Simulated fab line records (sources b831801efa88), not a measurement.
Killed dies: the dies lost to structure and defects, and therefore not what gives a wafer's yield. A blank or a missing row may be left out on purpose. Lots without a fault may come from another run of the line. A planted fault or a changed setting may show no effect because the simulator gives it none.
Which of the tools did it? | flow sky130 | 13 lots with 39 wafers sampled at 4 steps, on a route of 708 steps

## WHAT THE GAUGES SHOWED, per wafer
SKY_SD_P_CD_MEAS_07: target cd 380 nm. Usual: cd-nm at 380.4 nm, with a standard deviation of 2.7.
lot  | measured     | on        | cd-nm (nm)        | flag
L355 | day 25 08:30 | cd-sem-01 | 382.8 384.6 382.1 |
L356 | day 25 22:48 | cd-sem-02 | 377.0 378.7 376.3 |
L357 | day 26 04:08 | cd-sem-02 | 380.6 380.0 380.4 |
L358 | day 26 06:57 | cd-sem-02 | 384.9 383.6 385.5 |
L359 | day 27 05:23 | cd-sem-02 | 378.2 378.5 377.5 |
L361 | day 27 19:49 | cd-sem-02 | 379.9 379.5 377.8 |
L365 | day 28 22:22 | cd-sem-02 | 374.3 376.8 379.5 |
L369 | day 30 05:55 | cd-sem-02 | 380.8 381.2 379.5 |
L374 | day 32 01:52 | cd-sem-01 | 381.8 379.9 380.3 |
L375 | day 32 07:23 | cd-sem-02 | 381.6 384.0 382.5 |
L376 | day 32 17:10 | cd-sem-01 | 380.3 378.9 379.1 |
L377 | day 32 21:08 | cd-sem-01 | 379.7 379.4 379.1 |
L378 | day 33 20:50 | cd-sem-02 | 382.9 380.3 383.0 |

SKY_LI_CONTACT_RS_MEAS_22: measurement is done with a four-point probe. Usual: for LI_CONTACT_W_RS the level is 0.265 ohm/sq and the standard deviation is 0.0043.
lot  | measured     | on            | LI_CONTACT_W_RS (ohm/sq) | flag
L355 | day 29 02:53 | film-metro-01 | 0.260 0.260 0.261        |
L356 | day 29 16:05 | film-metro-04 | 0.260 0.259 0.260        |
L357 | day 29 21:28 | film-metro-04 | 0.260 0.268 0.262        |
L358 | day 30 00:02 | film-metro-02 | 0.270 0.261 0.270        |
L359 | day 30 20:32 | film-metro-02 | 0.261 0.262 0.272        |
L361 | day 31 09:16 | film-metro-01 | 0.269 0.264 0.267        |
L365 | day 32 13:02 | film-metro-04 | 0.262 0.263 0.269        |
L369 | day 33 19:20 | film-metro-04 | 0.258 0.266 0.267        |
L374 | day 35 12:46 | film-metro-01 | 0.261 0.259 0.268        |
L375 | day 35 18:28 | film-metro-01 | 0.265 0.258 0.268        |
L376 | day 36 02:04 | film-metro-02 | 0.265 0.259 0.260        |
L377 | day 36 07:05 | film-metro-02 | 0.263 0.263 0.262        |
L378 | day 37 05:38 | film-metro-04 | 0.267 0.259 0.270        |

SKY_LOCAL_INTERCONNECT_THK_MEAS_02: measures by xrf. Usual: for LOCAL_INTERCONNECT_TIN_THK the level is 99.4 nm and the standard deviation is 1.4.
lot  | measured     | on            | LOCAL_INTERCONNECT_TIN_THK (nm) | flag
L355 | day 29 03:33 | film-metro-04 | 99.5 101.2 100.7                |
L356 | day 29 16:45 | film-metro-02 | 100.7 99.7 99.2                 |
L357 | day 29 22:08 | film-metro-03 | 98.4 99.5 98.9                  |
L358 | day 30 00:42 | film-metro-04 | 101.0 100.9 100.1               |
L359 | day 30 21:11 | film-metro-02 | 99.3 99.4 101.3                 |
L361 | day 31 09:55 | film-metro-04 | 99.3 99.0 99.2                  |
L365 | day 32 13:41 | film-metro-03 | 99.9 99.8 100.3                 |
L369 | day 33 19:59 | film-metro-04 | 98.9 100.1 98.7                 |
L374 | day 35 13:25 | film-metro-03 | 98.8 98.8 98.9                  |
L375 | day 35 19:08 | film-metro-04 | 99.7 98.7 98.7                  |
L376 | day 36 02:43 | film-metro-04 | 98.9 100.5 99.8                 |
L377 | day 36 07:45 | film-metro-04 | 101.5 102.2 101.3               |
L378 | day 37 06:18 | film-metro-04 | 98.1 98.8 98.0                  |

## WHAT TOOL EACH LOT RAN ON (gives the tool, then ch and the chambers of the sampled wafers, and finally the start)
lot  | SKY_SONOS_TUNNEL_CLEAN_13
L355 | wet-bench-03 ch 2, day 11 04:16
L356 | wet-bench-01 ch 2, day 11 20:23
L357 | wet-bench-04 ch 2, day 12 03:31
L358 | wet-bench-04 ch 1, day 12 05:56
L359 | wet-bench-03 ch 3, day 12 19:16
L361 | wet-bench-03 ch 2, day 13 11:00
L365 | wet-bench-03 ch 1, day 14 15:08
L369 | wet-bench-04 ch 3, day 15 20:13
L374 | wet-bench-04 ch 3, day 17 16:56
L375 | wet-bench-04 ch 0, day 18 00:13
L376 | wet-bench-03 ch 2, day 18 08:01
L377 | wet-bench-01 ch 2, day 18 14:52
L378 | wet-bench-04 ch 2, day 19 16:43
- SKY_SONOS_TUNNEL_CLEAN_13: cleans in dHF, time 20 s.

## WHAT THE TOOLS THEMSELVES READ (means of the sampled wafers that have a number; where no wafer has one, the mark that the record gives instead)
SKY_SONOS_TUNNEL_CLEAN_13. Usual: run-length-s at 49.6 s, with a standard deviation of 2.3.
lot  | tool         | run-length-s (s) | flag
L355 | wet-bench-03 | 48.0             |
L356 | wet-bench-01 | 52.3             |
L357 | wet-bench-04 | 51.0             |
L358 | wet-bench-04 | 51.9             |
L359 | wet-bench-03 | 47.0             |
L361 | wet-bench-03 | 46.6             |
L365 | wet-bench-03 | 37.1             | OFF
L369 | wet-bench-04 | 51.2             |
L374 | wet-bench-04 | 48.4             |
L375 | wet-bench-04 | 46.8             |
L376 | wet-bench-03 | 48.4             |
L377 | wet-bench-01 | 51.9             |
L378 | wet-bench-04 | 52.5             |

## THE ANSWER, worked out from the rows above alone
Rule: a lot counts as off when the mean over its wafers that have a number is more than 3 standard deviations away from the usual mean. Also off: a lot with no number at a reading for which 4 or more lots have one. Where the step has rows for the other lots, those lots are counted as sound. Order of review: gauges by route order, followed by the tools' own readings, for which a lot's mean as printed above is used. At the first step where some lot is off, the reading lying furthest off is the one used; lots without a number count as furthest.
Off: L365 (SKY_SONOS_TUNNEL_CLEAN_13, run-length-s).
A tool fits if, at that step or a process step before it, it ran every lot that is off, and no sound lot after the first of them. No candidate that was tried fits.

## WHAT THE SIMULATOR HAD PUT IN
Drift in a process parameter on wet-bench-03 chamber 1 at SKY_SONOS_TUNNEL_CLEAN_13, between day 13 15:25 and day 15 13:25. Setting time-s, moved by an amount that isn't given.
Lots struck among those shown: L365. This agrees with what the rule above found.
